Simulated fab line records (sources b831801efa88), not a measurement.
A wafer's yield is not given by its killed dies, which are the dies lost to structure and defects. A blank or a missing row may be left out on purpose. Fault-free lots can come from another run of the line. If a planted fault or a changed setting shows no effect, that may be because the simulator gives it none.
fab line records	flow sky130
record: lots: 13	wafers: 36	lastDay: 50
route steps=708 shown FIELD_ISO@14 VT_ADJUST_HVTP@95 VT_ADJUST_LVTN@105 PAD_OPEN@708
lots untouched by any fault: they come from a run of this same line in which no faults occurred
startH: start of the lot's first displayed wafer, in hours after the record's first day	waitH: time in hours since the lot's previous step	" same as the row above	L1.1+2: several wafers, shown together as one row	- value missing, or start not given	* or withheld: withheld	< > ~ a bound
route shown NAME@n: names a module that has steps shown in the file, with the first one's number in the route	usual: mean and standard deviation over wafers with no fault	same: alike in all rows	chamber/n: place in a boat	sites: each site's reading	_std_site: standard deviation across them	_edge_site: outer sites' mean less inner sites'	radiusMm: how far each site lies from the wafer's centre	mask NAME#n: copy n	behind: the most recent tool/chamber to have shaped the wafer	hold: the reason the lot was held/the length of the hold in hours/how it ended	device: which transistor (n, p or np) failed to switch	end of line: tests run on the same wafers once the route is complete	where a step has no rows: the recipe by itself	killed: the dies lost at the first sort to structure and to defects; this is not the yield of the wafer	map: the dies of a wafer, with x for killed, . for not killed, _ for no die there
set.NAME: the setting the step ran with; set.NAME@STEP: the setting that earlier step ran with	model.NAME: the simulator's own value behind a step, which no gauge read
a sample of lots followed through the steps of the route, with each step as a table and each wafer as a row
services: the hour from which a tool's chamber was out of use, counted from the record's first day as startH (under 0 if before that day), plus the number of hours and why
== steps ==
step: SKY_FIELD_ISO_CD_MEAS_13
recipe: targetCdNm: 150
usual: cdNm: 150.2/1.6
lot.wafer	tool	chamber	startH	waitH	cdNm
L574.1	cdSem-02	-	29.54	-	149.1
L574.4	"	-	"	"	150.3
L574.6	"	-	"	"	149.8
L575.3	cdSem-02	-	33.21	-	151.4
L575.5	"	-	"	"	150.5
L575.6	"	-	"	"	149.6
L577.1	cdSem-02	-	44.27	-	152.6
L577.4	"	-	"	"	151.8
L577.5	"	-	"	"	152.7
L578.1	cdSem-02	-	49.04	-	153.0
L578.2	"	-	"	"	152.0
L578.6	"	-	"	"	150.8
L579.1	cdSem-02	-	55.09	-	150.8
L579.3	"	-	"	"	151.4
L579.4	"	-	"	"	150.7
L584.3	cdSem-02	-	79.16	-	149.2
L584.4	"	-	"	"	150.4
L585.4	cdSem-02	-	85.07	-	146.7
L585.6	"	-	"	"	148.1
L586.3	cdSem-02	-	90.49	-	150.1
L586.5	"	-	"	"	151.8
L591.4	cdSem-02	-	116.78	-	150.1
L591.5	"	-	"	"	148.5
L591.6	"	-	"	"	149.6
L592.1	cdSem-02	-	122.41	-	153.0
L592.5	"	-	"	"	151.6
L592.6	"	-	"	"	151.9
L593.1	cdSem-02	-	127.71	-	150.0
L593.5	"	-	"	"	149.1
L593.6	"	-	"	"	150.6
L595.2	cdSem-02	-	138.24	-	149.6
L595.3	"	-	"	"	150.2
L595.4	"	-	"	"	149.4
L597.2	cdSem-02	-	151.63	-	151.3
L597.3	"	-	"	"	150.5
L597.6	"	-	"	"	151.1
step: SKY_FIELD_ISO_ETCH_15
recipe: chemistry: CHF3/O2	targetDepthNm: 180	stopOn: Si	sourceW: 600	biasW: 200	pressureMtorr: 40	chf3FlowSccm: 50	O2_flow_sccm: 5	timeS: 72
usual: drypumpMotorCurrentA: 5.7/0.52	oesProductAu: 0.948/0.007	throttleValvePct: 8.843/0.0096
lot.wafer	tool	chamber	startH	waitH	drypumpMotorCurrentA	oesProductAu	rfHoursCounterH	throttleValvePct
L574.1	rieDiel-03	0	29.70	0.0	5.7	0.954	162	8.844
L574.4	"	2	"	"	4.8	0.944	126	8.849
L574.6	"	1	"	"	6.3	0.940	-	8.833
L575.3	rieDiel-04	3	33.33	0.0	5.0	0.939	146	8.831
L575.5	"	3	"	"	5.0	0.947	-	8.823
L575.6	"	0	"	"	6.3	0.930	-	8.837
L577.1	rieDiel-03	1	44.43	0.0	6.3	0.948	72	8.837
L577.4	"	3	"	"	6.0	0.952	106	8.857
L577.5	"	1	"	"	6.3	0.936	-	8.830
L578.1	rieDiel-03	1	49.20	0.0	6.3	0.945	72	8.850
L578.2	"	2	"	"	4.8	0.940	127	8.836
L578.6	"	3	"	"	6.0	0.943	-	8.848
L579.1	rieDiel-04	2	55.25	0.0	5.5	0.948	21	8.842
L579.3	"	0	"	"	6.4	0.955	32	8.848
L579.4	"	1	"	"	5.6	0.952	157	8.849
L584.3	rieDiel-04	3	79.28	0.0	5.0	0.943	147	8.833
L584.4	"	2	"	"	5.6	0.944	21	8.837
L585.4	rieDiel-02	0	85.18	0.0	6.3	0.945	162	8.842
L585.6	"	0	"	"	6.2	0.941	-	8.841
L586.3	rieDiel-04	3	90.61	0.0	5.0	0.948	147	8.835
L586.5	"	3	"	"	5.0	0.952	-	8.832
L591.4	rieDiel-02	3	116.91	0.0	5.3	0.938	-	8.835
L591.5	"	1	"	"	5.9	0.947	-	8.864
L591.6	"	2	"	"	5.2	0.948	-	8.846
L592.1	rieDiel-04	3	122.57	0.0	5.1	0.962	148	8.842
L592.5	"	3	"	"	5.1	0.957	-	8.843
L592.6	"	0	"	"	6.3	0.956	-	8.841
L593.1	rieDiel-02	3	127.87	0.0	5.3	0.947	7	8.844
L593.5	"	0	"	"	6.3	0.966	-	8.851
L593.6	"	3	"	"	5.3	0.947	-	8.851
L595.2	rieDiel-03	2	138.38	0.0	4.8	0.957	129	8.852
L595.3	"	1	"	"	6.3	0.950	73	8.848
L595.4	"	1	"	"	6.3	0.955	-	8.831
L597.2	rieDiel-03	2	151.77	0.0	4.8	0.942	129	8.839
L597.3	"	3	"	"	6.0	0.952	109	8.834
L597.6	"	3	"	"	6.0	0.945	-	8.831
step: SKY_VT_ADJUST_HVTP_STRIP_10
recipe: chemistry: O2/N2	powerW: 1400	pressureMtorr: 1500	platenTempC: withheld	o2FlowSccm: 3000	n2FlowSccm: 300	overashFraction: 0.5
usual: drypumpMotorCurrentA: 5.6/0.45	oesProductAu: 0.715/0.0047	stripTimeToEndpointS: 14.17/0.036
same: overashFraction: 0.5
lot.wafer	tool	chamber	startH	waitH	drypumpMotorCurrentA	oesProductAu	rfHoursCounterH	stripTimeToEndpointS
L574.1	plasmaAsher-04	0	121.69	0.1	4.8	0.719	42	14.17
L574.4	"	1	"	"	5.9	0.719	-	14.17
L574.6	"	0	"	"	4.8	0.717	-	14.15
L575.3	plasmaAsher-01	1	128.58	0.1	5.9	0.713	-	14.18
L575.5	"	0	"	"	5.9	0.709	-	14.20
L575.6	"	1	"	"	5.9	0.710	-	14.17
L577.1	plasmaAsher-04	0	142.34	0.1	4.8	0.714	44	14.15
L577.4	"	0	"	"	4.8	0.705	-	14.16
L577.5	"	1	"	"	5.9	0.725	-	14.18
L578.1	plasmaAsher-04	1	149.77	0.1	5.9	0.717	45	14.13
L578.2	"	0	"	"	4.8	0.719	45	14.15
L578.6	"	1	"	"	5.9	0.714	-	14.15
L579.1	plasmaAsher-02	0	155.32	0.1	6.0	0.716	33	14.12
L579.3	"	1	"	"	5.6	0.714	-	14.13
L579.4	"	0	"	"	6.0	0.718	-	14.09
L584.3	plasmaAsher-04	1	186.22	0.1	5.9	0.718	-	14.20
L584.4	"	0	"	"	4.8	0.718	-	14.18
L585.4	plasmaAsher-01	1	191.50	0.1	5.9	0.720	-	14.15
L585.6	"	0	"	"	5.9	0.717	-	14.17
L586.3	plasmaAsher-02	1	197.67	0.1	5.6	0.718	-	14.21
L586.5	"	0	"	"	6.0	0.725	-	14.20
L591.4	plasmaAsher-02	0	231.50	0.1	6.0	0.721	-	14.16
L591.5	"	1	"	"	5.6	0.713	-	14.15
L591.6	"	0	"	"	6.0	0.712	-	14.16
L592.1	plasmaAsher-04	1	236.34	0.1	5.9	0.721	53	14.17
L592.5	"	1	"	"	5.9	0.717	-	14.21
L592.6	"	0	"	"	4.8	0.711	-	14.14
L593.1	plasmaAsher-02	1	238.84	0.1	5.6	0.716	41	14.22
L593.5	"	0	"	"	6.0	0.721	-	14.19
L593.6	"	1	"	"	5.6	0.718	-	14.21
L595.2	plasmaAsher-04	1	250.37	0.1	5.9	0.712	55	14.14
L595.3	"	0	"	"	4.8	0.719	-	14.14
L595.4	"	1	"	"	5.9	0.711	-	14.12
L597.2	plasmaAsher-01	0	266.97	0.1	5.9	0.718	14	14.18
L597.3	"	1	"	"	5.9	0.717	-	14.13
L597.6	"	0	"	"	5.9	0.714	-	14.16
step: SKY_VT_ADJUST_LVTN_IMPLANT_08
recipe: species: B	energyKev: 30	doseCm2: 1.57e+12	tiltDeg: withheld
usual: beamEnergyKeV: 29.998/0.011
lot.wafer	tool	chamber	startH	waitH	beamEnergyKeV
L574.1	implanter-01	0	140.30	0.0	29.996
L574.4	"	0	"	"	30.003
L574.6	"	0	"	"	29.989
L575.3	implanter-04	0	147.62	0.1	30.003
L575.5	"	0	"	"	29.987
L575.6	"	0	"	"	29.985
L577.1	implanter-01	0	162.80	0.0	29.992
L577.4	"	0	"	"	29.998
L577.5	"	0	"	"	29.992
L578.1	implanter-02	0	169.71	0.0	30.007
L578.2	"	0	"	"	30.000
L578.6	"	0	"	"	29.993
L579.1	implanter-01	0	174.61	0.0	29.981
L579.3	"	0	"	"	29.998
L579.4	"	0	"	"	29.984
L584.3	implanter-02	0	207.87	0.1	30.004
L584.4	"	0	"	"	29.996
L585.4	implanter-02	0	213.35	0.1	29.983
L585.6	"	0	"	"	29.973
L586.3	implanter-02	0	218.91	0.1	30.026
L586.5	"	0	"	"	30.005
L591.4	implanter-01	0	253.84	0.1	29.987
L591.5	"	0	"	"	29.984
L591.6	"	0	"	"	30.001
L592.1	implanter-04	0	259.45	0.0	29.994
L592.5	"	0	"	"	29.997
L592.6	"	0	"	"	29.996
L593.1	implanter-01	0	262.21	0.0	30.007
L593.5	"	0	"	"	30.006
L593.6	"	0	"	"	29.997
L595.2	implanter-04	0	273.80	0.0	29.995
L595.3	"	0	"	"	29.995
L595.4	"	0	"	"	30.006
L597.2	implanter-01	0	291.75	0.0	29.990
L597.3	"	0	"	"	29.981
L597.6	"	0	"	"	29.978
step: SKY_VT_ADJUST_LVTN_TW_MEAS_10
usual: VT_ADJUST_LVTN_TW: 242.1/1.3
lot.wafer	tool	chamber	startH	waitH	VT_ADJUST_LVTN_TW
L574.1	filmMetro-02	-	140.55	0.1	240.1
L574.4	"	-	"	"	241.2
L574.6	"	-	"	"	242.7
L575.3	filmMetro-02	-	147.84	0.1	242.1
L575.5	"	-	"	"	241.7
L575.6	"	-	"	"	242.0
L577.1	filmMetro-03	-	163.05	0.1	242.4
L577.4	"	-	"	"	242.4
L577.5	"	-	"	"	242.1
L578.1	filmMetro-02	-	169.97	0.1	243.0
L578.2	"	-	"	"	241.9
L578.6	"	-	"	"	241.6
L579.1	filmMetro-03	-	174.86	0.1	242.3
L579.3	"	-	"	"	242.6
L579.4	"	-	"	"	243.9
L584.3	filmMetro-03	-	208.09	0.1	240.5
L584.4	"	-	"	"	231.1
L585.4	filmMetro-02	-	213.55	0.1	231.8
L585.6	"	-	"	"	239.5
L586.3	filmMetro-03	-	219.13	0.1	242.1
L586.5	"	-	"	"	229.2
L591.4	filmMetro-02	-	254.04	0.1	241.3
L591.5	"	-	"	"	240.4
L591.6	"	-	"	"	241.0
L592.1	filmMetro-01	-	259.70	0.1	244.0
L592.5	"	-	"	"	242.9
L592.6	"	-	"	"	245.1
L593.1	filmMetro-02	-	262.46	0.1	240.0
L593.5	"	-	"	"	240.9
L593.6	"	-	"	"	241.5
L595.2	filmMetro-03	-	274.03	0.1	240.5
L595.3	"	-	"	"	239.6
L595.4	"	-	"	"	240.6
L597.2	filmMetro-01	-	291.98	0.1	244.4
L597.3	"	-	"	"	244.7
L597.6	"	-	"	"	244.2
step: SKY_PAD_OPEN_PROBE_99
usual: killed_at_M0_to_M3: 43/6.4	killed_at_M4_up: 2.8/1.7	killedAtContacts: 24/5.5	killedAtFrontEnd: 15/4	killedAtOther: 0.3/0.54	killedDies: 86/9.1	killedOnRim: 17/3.9	killedOpen: 47/6.6	killedShort: 39/6.2
same: grossDies: 492	killedAtBackSide: 0
lot.wafer	tool	chamber	startH	waitH	killed_at_M0_to_M3	killed_at_M4_up	killedAtContacts	killedAtFrontEnd	killedAtOther	killedDies	killedOnRim	killedOpen	killedShort
L575.3	prober-02	-	1081.65	0.2	34	2	29	19	0	84	16	45	39
L575.5	prober-02	-	1081.75	0.2	32	4	31	20	0	87	22	48	39
L575.6	prober-02	-	1081.80	0.2	43	0	20	26	1	90	17	48	42
L577.1	prober-01	-	1092.15	0.1	43	1	29	19	0	92	12	44	48
L577.4	prober-01	-	1092.30	0.2	39	5	21	17	0	82	18	41	41
L577.5	prober-01	-	1092.35	0.2	37	4	31	14	0	86	16	50	36
L585.6	prober-01	-	1137.57	0.2	37	1	21	13	0	72	16	42	30
L591.4	prober-01	-	1170.00	0.2	45	2	25	26	1	99	23	55	44
L591.5	prober-01	-	1170.05	0.2	43	4	19	15	0	81	18	45	36
L591.6	prober-01	-	1170.10	0.2	38	2	27	13	1	81	13	40	41
L592.1	prober-02	-	1174.75	0.1	50	2	21	17	0	90	21	47	43
L592.5	prober-02	-	1174.95	0.2	43	0	21	21	0	85	20	54	31
L592.6	prober-02	-	1175.00	0.2	49	0	19	14	0	82	12	47	35
L593.1	prober-01	-	1178.39	0.1	33	3	37	13	0	86	13	45	41
L593.5	prober-01	-	1178.59	0.2	43	2	17	12	0	74	18	40	34
L593.6	prober-01	-	1178.64	0.2	41	1	19	9	0	70	14	39	31
L595.2	prober-01	-	1186.90	0.1	45	3	19	18	0	85	18	52	33
L595.3	prober-01	-	1186.95	0.2	31	2	16	10	0	59	10	37	22
L595.4	prober-01	-	1187.00	0.2	57	5	17	15	0	94	12	52	42
killed by level:class
L575.3 CONTACT:geometricParticle:open=11 CONTACT:geometricParticle:short=7 VIA2:geometricParticle:open=6 FIELD_ISO:geometricParticle:short=5 METAL1:geometricParticle:short=5 VIA3:geometricParticle:open=5 FIELD_ISO:geometricParticle:open=4 LOCAL_INTERCONNECT:geometricParticle:short=4
L575.5 LI_CONTACT:geometricParticle:open=10 CONTACT:geometricParticle:open=9 FIELD_ISO:geometricParticle:open=5 POLY_GATE:geometricParticle:open=5 POLY_GATE:geometricParticle:short=5 LI_CONTACT:geometricParticle:short=4 VIA1:geometricParticle:short=4 CONTACT:geometricParticle:short=4
L575.6 VIA1:geometricParticle:open=16 CONTACT:geometricParticle:open=11 FIELD_ISO:geometricParticle:short=8 METAL2:geometricParticle:short=6 POLY_GATE:geometricParticle:short=5 FIELD_ISO:geometricParticle:open=4 METAL1:geometricParticle:short=4 VIA1:geometricParticle:short=4
L577.1 CONTACT:geometricParticle:open=11 VIA1:geometricParticle:open=11 LI_CONTACT:geometricParticle:open=9 FIELD_ISO:geometricParticle:short=8 VIA1:geometricParticle:short=7 METAL1:geometricParticle:short=6 METAL2:geometricParticle:short=5 LOCAL_INTERCONNECT:geometricParticle:short=4
L577.4 VIA1:geometricParticle:open=9 VIA3:geometricParticle:open=8 LI_CONTACT:geometricParticle:open=6 CONTACT:geometricParticle:short=5 METAL2:geometricParticle:short=5 FIELD_ISO:geometricParticle:open=4 POLY_GATE:geometricParticle:short=4 POLY_GATE:geometricParticle:open=4
L577.5 LI_CONTACT:geometricParticle:open=10 CONTACT:geometricParticle:open=10 VIA1:geometricParticle:open=10 VIA2:geometricParticle:open=5 METAL1:geometricParticle:short=5 VIA3:geometricParticle:open=5 FIELD_ISO:geometricParticle:short=4 POLY_GATE:geometricParticle:short=4
L585.6 CONTACT:geometricParticle:open=9 VIA1:geometricParticle:open=7 VIA2:geometricParticle:open=7 LI_CONTACT:geometricParticle:open=6 CONTACT:geometricParticle:short=5 VIA3:geometricParticle:open=4 POLY_GATE:geometricParticle:short=4 VIA2:geometricParticle:short=3
L591.4 VIA3:geometricParticle:open=9 VIA2:geometricParticle:open=8 CONTACT:geometricParticle:short=8 CONTACT:geometricParticle:open=7 METAL2:geometricParticle:short=6 POLY_GATE:geometricParticle:open=6 VIA1:geometricParticle:short=6 LI_CONTACT:geometricParticle:open=6
L591.5 VIA3:geometricParticle:open=9 VIA1:geometricParticle:open=7 VIA2:geometricParticle:open=6 POLY_GATE:geometricParticle:open=5 LI_CONTACT:geometricParticle:open=5 METAL2:geometricParticle:short=5 CONTACT:geometricParticle:open=4 METAL1:geometricParticle:short=4
L591.6 VIA1:geometricParticle:open=13 CONTACT:geometricParticle:open=10 CONTACT:geometricParticle:short=8 METAL3:geometricParticle:short=5 VIA2:geometricParticle:open=4 LI_CONTACT:geometricParticle:open=4 LOCAL_INTERCONNECT:geometricParticle:short=4 VIA1:geometricParticle:short=4
L592.1 CONTACT:geometricParticle:open=10 LI_CONTACT:geometricParticle:open=7 METAL1:geometricParticle:short=7 VIA1:geometricParticle:open=7 VIA2:geometricParticle:short=7 POLY_GATE:geometricParticle:short=6 VIA2:geometricParticle:open=6 VIA3:geometricParticle:open=6
L592.5 VIA1:geometricParticle:open=13 VIA2:geometricParticle:open=12 FIELD_ISO:geometricParticle:open=7 FIELD_ISO:geometricParticle:short=6 CONTACT:geometricParticle:open=6 VIA1:geometricParticle:short=6 LI_CONTACT:geometricParticle:open=5 CONTACT:geometricParticle:short=5
L592.6 VIA1:geometricParticle:open=13 CONTACT:geometricParticle:open=10 METAL1:geometricParticle:short=8 VIA1:geometricParticle:short=7 VIA2:geometricParticle:open=6 FIELD_ISO:geometricParticle:open=5 CONTACT:geometricParticle:short=4 FIELD_ISO:geometricParticle:short=3
L593.1 CONTACT:geometricParticle:open=13 LI_CONTACT:geometricParticle:open=10 VIA1:geometricParticle:open=7 LI_CONTACT:geometricParticle:short=6 CONTACT:geometricParticle:short=5 METAL1:geometricParticle:short=4 VIA2:geometricParticle:short=4 FIELD_ISO:geometricParticle:short=3
L593.5 VIA1:geometricParticle:open=10 CONTACT:geometricParticle:open=9 VIA2:geometricParticle:open=7 VIA1:geometricParticle:short=6 FIELD_ISO:geometricParticle:short=4 POLY_GATE:geometricParticle:open=4 METAL1:geometricParticle:short=4 METAL2:geometricParticle:short=4
L593.6 VIA3:geometricParticle:open=8 VIA1:geometricParticle:short=7 VIA1:geometricParticle:open=7 METAL1:geometricParticle:short=5 LI_CONTACT:geometricParticle:open=5 CONTACT:geometricParticle:open=5 CONTACT:geometricParticle:short=4 VIA2:geometricParticle:open=4
L595.2 VIA1:geometricParticle:open=11 CONTACT:geometricParticle:open=10 METAL2:geometricParticle:short=9 FIELD_ISO:geometricParticle:open=8 POLY_GATE:geometricParticle:open=6 LI_CONTACT:geometricParticle:open=5 METAL1:geometricParticle:short=5 VIA1:geometricParticle:short=5
L595.3 VIA1:geometricParticle:open=9 LI_CONTACT:geometricParticle:open=6 CONTACT:geometricParticle:open=6 VIA1:geometricParticle:short=5 VIA2:geometricParticle:open=5 FIELD_ISO:geometricParticle:open=4 VIA2:geometricParticle:short=4 METAL2:geometricParticle:short=4
L595.4 VIA1:geometricParticle:open=12 VIA3:geometricParticle:open=10 VIA2:geometricParticle:open=7 VIA2:geometricParticle:short=7 METAL3:geometricParticle:short=6 POLY_GATE:geometricParticle:open=6 CONTACT:geometricParticle:short=6 CONTACT:geometricParticle:open=6
== services ==
tool	chamber	startH	hours	kind
plasmaAsher-02	-	9.82	15.6	pm
implanter-01	-	14.69	1.7	repair
implanter-04	-	42.93	0.9	repair
plasmaAsher-04	-	65.90	6.9	repair
rieDiel-04	1	68.18	1.3	repair
implanter-02	-	70.48	0.8	repair
implanter-02	-	80.95	3.1	pm
implanter-02	-	85.04	2.7	repair
rieDiel-04	0	85.14	10.8	repair
rieDiel-04	2	94.24	9.7	repair
rieDiel-03	-	104.54	0.8	repair
rieDiel-04	1	118.77	7.0	repair
plasmaAsher-02	-	128.84	5.3	repair
rieDiel-03	0	136.44	14.9	repair
implanter-04	-	136.85	2.7	repair
rieDiel-03	-	141.21	2.8	pm
rieDiel-03	-	153.86	14.6	pm
implanter-01	-	177.97	5.4	repair
rieDiel-03	1	182.13	1.7	repair
implanter-04	-	182.87	1.3	repair
implanter-01	-	198.40	4.2	repair
implanter-01	-	245.49	2.8	pm
plasmaAsher-02	-	268.81	4.3	pm
rieDiel-03	0	278.74	11.5	repair
== key ==
firstSign: step: SKY_VT_ADJUST_LVTN_TW_MEAS_10	reading: VT_ADJUST_LVTN_TW	direction: down	sigmas: 8.8	usual: 242.1	struck: 230.7
effect none on later readings
metAt SKY_VT_ADJUST_LVTN_IMPLANT_08
struckLots L584,L585,L586
struckWafers L584.4,L585.4,L586.5
testerLeftOut L584,L585,L586
notActingAt SKY_FIELD_ISO_CD_MEAS_13,SKY_FIELD_ISO_ETCH_15,SKY_VT_ADJUST_HVTP_STRIP_10
onsetBetween 169.71 207.87
fault: kind: processParameterDrift	tool: implanter-02	chamber: -	onsetH: 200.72	steps: SKY_VT_ADJUST_LVTN_IMPLANT_08	channel: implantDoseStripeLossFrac	offset: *	shape: step	endH: 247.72	scope: struckWafersOnly
testerLeftOut: of these lots the tester's yield and bins aren't shown, on N5 and GAA mostly nor the transistor test; their killed dies are dies lost to structure and defects alone, not to doping, threshold or leakage, so they don't give the yield
